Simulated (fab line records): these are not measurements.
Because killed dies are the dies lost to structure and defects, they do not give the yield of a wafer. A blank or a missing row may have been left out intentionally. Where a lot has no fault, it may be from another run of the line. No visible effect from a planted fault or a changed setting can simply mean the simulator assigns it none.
Comparing a struck lot with a sound one	flow sky130	16 out of 708 route steps
Sound: wafers L582.1, L582.4, L582.6. Struck: wafer L571.3 (left out: L571.1, L571.2 of the same lot, which were not struck); the cause appears at the end.
At each step with rows: each side's tool, then ch and its chambers, then its first start. Under that, the readings that differ: sound wafers	struck wafers	difference of the means	sigmas: that difference in standard deviations of wafers without a fault.
alike: a reading whose means differ by less than 2 such deviations, as well as words and numbers matching on both sides. not compared: withheld readings; readings where some wafer has no value; bounds like >300 that might hide an equal value; numbers whose values overlap and for which the record gives no deviation.
The two part at a step that has a row with sigmas, a row that says differs or no value, or rows on one side only. Numbers that have no deviation but don't overlap get no sigmas and don't part them. A reading that every wafer of one side lacks parts them only if that side has two wafers or more.

SKY_VIA2_BOW_MEAS_03:
  sound on film_metro-01 at day 40 03:48; struck on film_metro-01 at day 36 14:57
reading	sound	struck	difference	sigmas
VIA2_BOW (um)	87 74 72	100	+22	+3
then, 8 steps without rows for these wafers: SKY_VIA2_DEHYDRATE_04 (time 60 s); SKY_VIA2_HMDS_05 (prime time 60 s); SKY_VIA2_COAT_06 (resist thk 60 nm); SKY_VIA2_COAT_07 (resist thk 450 nm); SKY_VIA2_SOFTBAKE_08 (time 90 s); SKY_VIA2_EXPOSE_09 (exposes mask VIM2, target cd 200 nm); SKY_VIA2_PEB_10; SKY_VIA2_DEVELOP_11 (develop time 60 s).
SKY_VIA2_CD_MEAS_12: the cd target is 200 nm.
  sound on cd_sem-02 at day 41 03:49; struck on cd_sem-02 at day 37 16:46
  alike: cd_nm
SKY_VIA2_OVL_MEAS_13:
  sound on overlay-02 at day 41 03:56; struck on overlay-02 at day 37 16:53
  alike: VIA2_OVL
SKY_VIA2_ETCH_14: etches BARC in N2/H2, stops on SiO2, time 45.9 s, target depth 60 nm.
  sound on rie_diel-04 ch 1,3, day 41 03:58; struck on rie_diel-03 ch 3, day 37 16:56
reading	sound	struck	difference	sigmas
oes_product_au (a.u.)	0.849 0.858 0.850	0.863	+0.011	+2
  alike: drypump_motor_current_A, run_length_s, throttle_valve_pct
  not compared: rf_hours_counter_h
SKY_VIA2_ETCH_15: etches SiO2 in C4F8/O2/Ar, stops on TiN, target depth 546 nm, time 84 s.
  sound on rie_diel-04 ch 1,3, day 41 04:01; struck on rie_diel-03 ch 3, day 37 16:58
reading	sound	struck	difference	sigmas
oes_product_au (a.u.)	0.933 0.939 0.935	0.737	-0.199	-39
run_length_s (s)	112.1 112.8 111.6	162.6	+50.4	+99 or more
model.KrF-thick_of_VIA2_COAT_07.thk_nm (nm)	281.1 284.2 283.3	220	-63	
model.VIA2.feature_depth_nm (nm)	495 494.5 494.3	505.5	+10.9	
model.TiN_of_METAL2_SPUTTER_04.thk_nm (nm)	68.67 69.44 69.02	58.76	-10.28	
  not compared: rf_hours_counter_h
SKY_VIA2_STRIP_16: strips in O2/N2.
  sound on plasma_asher-03 ch 0,1, day 41 04:04; struck on plasma_asher-01 ch 1, day 37 17:02
reading	sound	struck	difference	sigmas
oes_product_au (a.u.)	0.398 0.397 0.394	0.366	-0.030	-7
strip_time_to_endpoint_s (s)	4.032 4.045 4.043	3.371	-0.669	-32
  alike: drypump_motor_current_A
  not compared: rf_hours_counter_h
then, 1 step without rows for these wafers: SKY_VIA2_STRIP_17 (strips in post etch residue remover, time 1200 s).
SKY_PAD_OPEN_PROBE_99:
  sound wafers here have rows in the record (prober-01, day 49 10:59); struck ones have none

WHERE THEY PART
At SKY_VIA2_BOW_MEAS_03 first; at SKY_PAD_OPEN_PROBE_99 last (within this record only).

WHY: what had been put in by the simulator
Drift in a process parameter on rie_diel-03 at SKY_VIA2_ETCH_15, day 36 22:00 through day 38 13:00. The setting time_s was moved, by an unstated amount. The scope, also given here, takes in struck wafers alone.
